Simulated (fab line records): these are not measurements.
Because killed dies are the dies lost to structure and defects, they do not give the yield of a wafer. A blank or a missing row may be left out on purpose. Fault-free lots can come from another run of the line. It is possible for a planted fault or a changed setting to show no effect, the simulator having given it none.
Which tool was responsible? -- flow sky130 -- 12 lots, 36 wafers sampled, at 5 steps of a route of 708

== WHAT THE GAUGES READ, wafer by wafer ==
SKY_PWDE_OVL_MEAS_07. Usual: PWDE_OVL gives -0.5 nm (standard deviation 1.4).
lot,measured,on,PWDE_OVL (nm),flag
L306,day 4 08:43,overlay-02,-1.1 -0.8 -0.6,
L310,day 5 09:16,overlay-02,0.1 0.9 0.5,
L311,day 5 16:24,overlay-01,-0.6 -0.9 -0.1,
L312,day 5 17:38,overlay-01,-0.5 -0.6 -0.1,
L313,day 5 19:20,overlay-02,-2.7 -1.6 -1.3,
L314,day 6 05:39,overlay-02,-0.2 -0.4 -1.1,
L315,day 6 11:59,overlay-02,0.2 -1.7 -0.6,
L320,day 7 17:00,overlay-02,-2.8 -2.0 -0.9,
L323,day 8 08:55,overlay-02,-1.3 -1.6 -1.2,
L324,day 8 15:28,overlay-01,1.0 2.7 2.0,
L326,day 8 22:46,overlay-02,0.9 1.5 -0.3,
L327,day 9 08:16,overlay-01,-1.3 0.3 -0.1,

SKY_NWELL_RS_MEAS_31: a four-point-probe measurement. Usual: PWDE_RS gives 5271 ohm/sq (standard deviation 21).
lot,measured,on,PWDE_RS (ohm/sq),flag
L306,day 5 21:58,film_metro-02,5262 5258 5252,
L310,day 6 23:19,film_metro-02,5278 5265 5254,
L311,day 7 08:00,film_metro-02,5321 5308 5322,
L312,day 7 09:05,film_metro-02,5282 5283 5273,
L313,day 7 11:59,film_metro-02,5283 5292 5278,
L314,day 7 23:20,film_metro-02,5274 5271 5306,
L315,day 8 05:25,film_metro-02,5274 5277 5254,
L320,day 9 12:28,film_metro-01,5240 5249 5247,
L323,day 10 05:58,film_metro-02,5008 5006 5007,OFF
L324,day 10 12:33,film_metro-01,5012 5020 5012,OFF
L326,day 10 19:26,film_metro-01,5285 5308 5288,
L327,day 11 06:20,film_metro-02,5242 5245 5262,

== EACH LOT AND THE TOOL THAT RAN IT (in order: tool; ch and the chambers of the sampled wafers; start) ==
lot,SKY_DNWELL_STRIP_08,SKY_PWDE_IMPLANT_08,SKY_NWELL_STRIP_25
L306,"plasma_asher-01 ch 0,1, day 3 16:57","implanter-01 ch 0, day 4 08:46","plasma_asher-02 ch 0,1, day 5 21:25"
L310,"plasma_asher-03 ch 0,1, day 4 15:04","implanter-03 ch 0, day 5 09:20","plasma_asher-02 ch 0,1, day 6 22:46"
L311,"plasma_asher-01 ch 0,1, day 4 23:10","implanter-03 ch 0, day 5 16:28","plasma_asher-04 ch 0,1, day 7 07:26"
L312,"plasma_asher-03 ch 0,1, day 4 23:59","implanter-02 ch 0, day 5 17:41","plasma_asher-04 ch 0,1, day 7 08:31"
L313,"plasma_asher-01 ch 0,1, day 5 01:51","implanter-02 ch 0, day 5 19:23","plasma_asher-02 ch 0,1, day 7 11:26"
L314,"plasma_asher-01 ch 0,1, day 5 11:08","implanter-03 ch 0, day 6 05:43","plasma_asher-04 ch 0, day 7 22:46"
L315,"plasma_asher-01 ch 0,1, day 5 16:56","implanter-02 ch 0, day 6 12:04","plasma_asher-02 ch 0,1, day 8 04:52"
L320,"plasma_asher-01 ch 1, day 6 21:04","implanter-01 ch 0, day 7 17:02","plasma_asher-02 ch 0,1, day 9 11:55"
L323,"plasma_asher-02 ch 0,1, day 7 12:46","implanter-03 ch 0, day 8 08:59","plasma_asher-04 ch 0,1, day 10 05:25"
L324,"plasma_asher-01 ch 0,1, day 7 18:28","implanter-03 ch 0, day 8 15:32","plasma_asher-04 ch 0,1, day 10 11:59"
L326,"plasma_asher-03 ch 0,1, day 8 02:13","implanter-01 ch 0, day 8 22:48","plasma_asher-02 ch 0,1, day 10 18:47"
L327,"plasma_asher-01 ch 0,1, day 8 10:54","implanter-02 ch 0, day 9 08:20","plasma_asher-04 ch 0,1, day 11 05:46"
- SKY_DNWELL_STRIP_08: strips in O2/N2.
- SKY_PWDE_IMPLANT_08
- SKY_NWELL_STRIP_25: strips in O2/N2.

== AS READ BY THE TOOLS THEMSELVES (means over the sampled wafers that have a number; for cases with no such wafer, the mark the record gives instead) ==
SKY_DNWELL_STRIP_08. Usual: drypump_motor_current_A 5.8 A, standard deviation 0.57; oes_product_au 0.722 a.u., standard deviation 0.004; strip_time_to_endpoint_s 36.88 s, standard deviation 0.095.
lot,tool,drypump_motor_current_A (A),oes_product_au (a.u.),strip_time_to_endpoint_s (s),flag
L306,plasma_asher-01,5.9,0.724,36.88,
L310,plasma_asher-03,5.3,0.719,36.99,
L311,plasma_asher-01,5.9,0.724,36.90,
L312,plasma_asher-03,5.3,0.726,36.78,
L313,plasma_asher-01,5.9,0.724,36.83,
L314,plasma_asher-01,5.9,0.723,36.99,
L315,plasma_asher-01,6.1,0.724,36.89,
L320,plasma_asher-01,6.4,0.716,36.98,
L323,plasma_asher-02,5.7,0.721,36.83,
L324,plasma_asher-01,5.9,0.721,37.01,
L326,plasma_asher-03,5.3,0.721,36.83,
L327,plasma_asher-01,5.9,0.719,36.74,

SKY_PWDE_IMPLANT_08. Usual: dose_ions_cm2 3.6e+12, standard deviation 4.5e+09; faraday_current_uA 20.4, standard deviation 0.44.
lot,tool,dose_ions_cm2,faraday_current_uA,flag
L306,implanter-01,3.6e+12,20.2,
L310,implanter-03,3.6e+12,20.7,
L311,implanter-03,3.6e+12,20.0,
L312,implanter-02,3.6e+12,20.5,
L313,implanter-02,3.6e+12,19.9,
L314,implanter-03,3.6e+12,20.5,
L315,implanter-02,3.6e+12,20.4,
L320,implanter-01,3.6e+12,20.1,
L323,implanter-03,3.8e+12,21.6,OFF
L324,implanter-03,3.8e+12,21.7,OFF
L326,implanter-01,3.6e+12,20.2,
L327,implanter-02,3.6e+12,20.6,

SKY_NWELL_STRIP_25. Usual: drypump_motor_current_A 5.9 A, standard deviation 0.55; oes_product_au 0.722 a.u., standard deviation 0.0047; strip_time_to_endpoint_s 36.90 s, standard deviation 0.094.
lot,tool,drypump_motor_current_A (A),oes_product_au (a.u.),strip_time_to_endpoint_s (s),flag
L306,plasma_asher-02,5.8,0.723,36.93,
L310,plasma_asher-02,6.2,0.724,36.91,
L311,plasma_asher-04,5.9,0.722,36.81,
L312,plasma_asher-04,5.9,0.722,36.99,
L313,plasma_asher-02,5.7,0.722,36.89,
L314,plasma_asher-04,5.3,0.722,36.77,
L315,plasma_asher-02,5.7,0.719,36.88,
L320,plasma_asher-02,5.7,0.723,36.96,
L323,plasma_asher-04,6.0,0.726,37.04,
L324,plasma_asher-04,5.9,0.719,36.77,
L326,plasma_asher-02,5.7,0.724,36.91,
L327,plasma_asher-04,6.0,0.722,37.13,

== THE ANSWER, worked out from the rows above alone ==
Rule: lot off if the mean of its wafers having a number is beyond 3 standard deviations from the usual mean. A lot without any number at a reading at which 4 lots or more have one is off too. Any other lot the step has rows for is counted as sound. First the gauges in route order, then the tools' own readings, where a lot's mean is used as printed above. At the first step where some lot is off, the reading lying furthest off is the one used; lots without a number count as furthest.
Off: L323, L324, at SKY_NWELL_RS_MEAS_31 (PWDE_RS).
A tool fits if, at a process step before that reading, it ran every lot that is off, and no sound lot after the first of them. Not tried: the gauges at SKY_NWELL_RS_MEAS_31; whatever is off there is also off at SKY_PWDE_IMPLANT_08, on other tools, and gauge error can't account for it. One candidate fits, namely implanter-03 at SKY_PWDE_IMPLANT_08. Its last sound lot is L314 (day 6 05:43), its first lot that is off L323 (day 8 08:59): a fault that began between those two fits.
The tool's own readings at SKY_PWDE_IMPLANT_08 bear it out: on the lots that are off they differ by more than 5 times the standard deviation of the sound lots' means. dose_ions_cm2 reads 3.8e+12 there against 3.6e+12 on the sound lots; faraday_current_uA reads 21.6 there against 20.3 on the sound lots.

== WHAT WAS PUT IN BY THE SIMULATOR ==
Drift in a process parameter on implanter-03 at SKY_PWDE_IMPLANT_08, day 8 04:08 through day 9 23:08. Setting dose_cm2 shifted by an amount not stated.
Shown lots that were struck: L323, L324. The rule above found the same.
